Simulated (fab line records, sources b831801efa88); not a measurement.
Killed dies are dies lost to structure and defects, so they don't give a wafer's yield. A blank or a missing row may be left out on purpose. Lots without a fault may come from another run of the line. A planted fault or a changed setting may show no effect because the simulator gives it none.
Split-lot experiment | flow gf180mcu | 5 lots, 23 wafers read, on a route of 602 steps

THE SPLIT
At GF_LVPWELL_STRIP_10 (strips in O2/N2), the setting pressure_mtorr was moved away from the recipe's 1500 mTorr on 15 of the 23 wafers read, by -14.9% to +5.7%. The other wafers ran this setting at the recipe's value.

The reading is taken at the split's own step.

THE READING
oes_product_au, in a.u., at GF_LVPWELL_STRIP_10 (strips in O2/N2). Fault-free wafers of this fab line usually give 0.722 a.u., standard deviation 0.0043 a.u..

wafer  | tool, chamber at the split | pressure_mtorr as run, mTorr | against the recipe | oes_product_au, a.u. | against lot-mates on the recipe
L074.1 | plasma_asher-02, 0         | 1500                         | recipe             | 0.724                | -
L074.2 | plasma_asher-02, 1         | 1500                         | recipe             | 0.724                | -
L074.3 | plasma_asher-02, 1         | 1500                         | recipe             | 0.716                | -
L074.4 | plasma_asher-02, 0         | 1500                         | recipe             | 0.724                | -
L074.6 | plasma_asher-02, 0         | 1500                         | recipe             | 0.725                | -
L076.1 | plasma_asher-01, 0         | 1586                         | +5.7%              | 0.734                | no lot-mate on the recipe
L076.2 | plasma_asher-01, 1         | 1586                         | +5.7%              | 0.732                | no lot-mate on the recipe
L076.4 | plasma_asher-01, 0         | 1586                         | +5.7%              | 0.729                | no lot-mate on the recipe
L076.5 | plasma_asher-01, 1         | 1586                         | +5.7%              | 0.736                | no lot-mate on the recipe
L076.6 | plasma_asher-01, 0         | 1586                         | +5.7%              | 0.722                | no lot-mate on the recipe
L077.1 | plasma_asher-01, 1         | 1500                         | recipe             | 0.717                | -
L077.5 | plasma_asher-01, 1         | 1500                         | recipe             | 0.726                | -
L077.6 | plasma_asher-01, 0         | 1500                         | recipe             | 0.726                | -
L078.1 | plasma_asher-01, 1         | 1276                         | -14.9%             | 0.698                | no lot-mate on the recipe
L078.2 | plasma_asher-01, 0         | 1276                         | -14.9%             | 0.696                | no lot-mate on the recipe
L078.4 | plasma_asher-01, 1         | 1276                         | -14.9%             | 0.696                | no lot-mate on the recipe
L078.5 | plasma_asher-01, 1         | 1276                         | -14.9%             | 0.700                | no lot-mate on the recipe
L078.6 | plasma_asher-01, 0         | 1276                         | -14.9%             | 0.695                | no lot-mate on the recipe
L080.2 | plasma_asher-02, 0         | 1307                         | -12.9%             | 0.700                | no lot-mate on the recipe
L080.3 | plasma_asher-02, 0         | 1307                         | -12.9%             | 0.696                | no lot-mate on the recipe
L080.4 | plasma_asher-02, 1         | 1307                         | -12.9%             | 0.695                | no lot-mate on the recipe
L080.5 | plasma_asher-02, 0         | 1307                         | -12.9%             | 0.701                | no lot-mate on the recipe
L080.6 | plasma_asher-02, 1         | 1307                         | -12.9%             | 0.692                | no lot-mate on the recipe

THE FIT
A straight line over all 23 wafers: oes_product_au changes by +0.00175 a.u. for each +1% of pressure_mtorr; r = +0.97; the points scatter about the line by 0.0041 a.u..
Too few moved wafers have a lot-mate on the recipe to fit a line with each lot's own level taken away.
Tool readings at the split's step, against how far the setting was moved: oes_product_au r = +0.97; strip_time_to_endpoint_s r = -1.00.

THE WHOLE CHAIN: every reading that the file lists as answering this split, in the file's order
step                | what it does    | reading                  | change (the file's fit)                   | r (the file's)
GF_LVPWELL_STRIP_10 | strips in O2/N2 | oes_product_au           | +0.00174 a.u. for each +1% of the setting | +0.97
GF_LVPWELL_STRIP_10 | strips in O2/N2 | strip_time_to_endpoint_s | withheld for each +1% of the setting      | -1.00

THE FILE'S OWN FIT
oes_product_au changes by +0.00174 a.u. for each +1% of pressure_mtorr, r = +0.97.
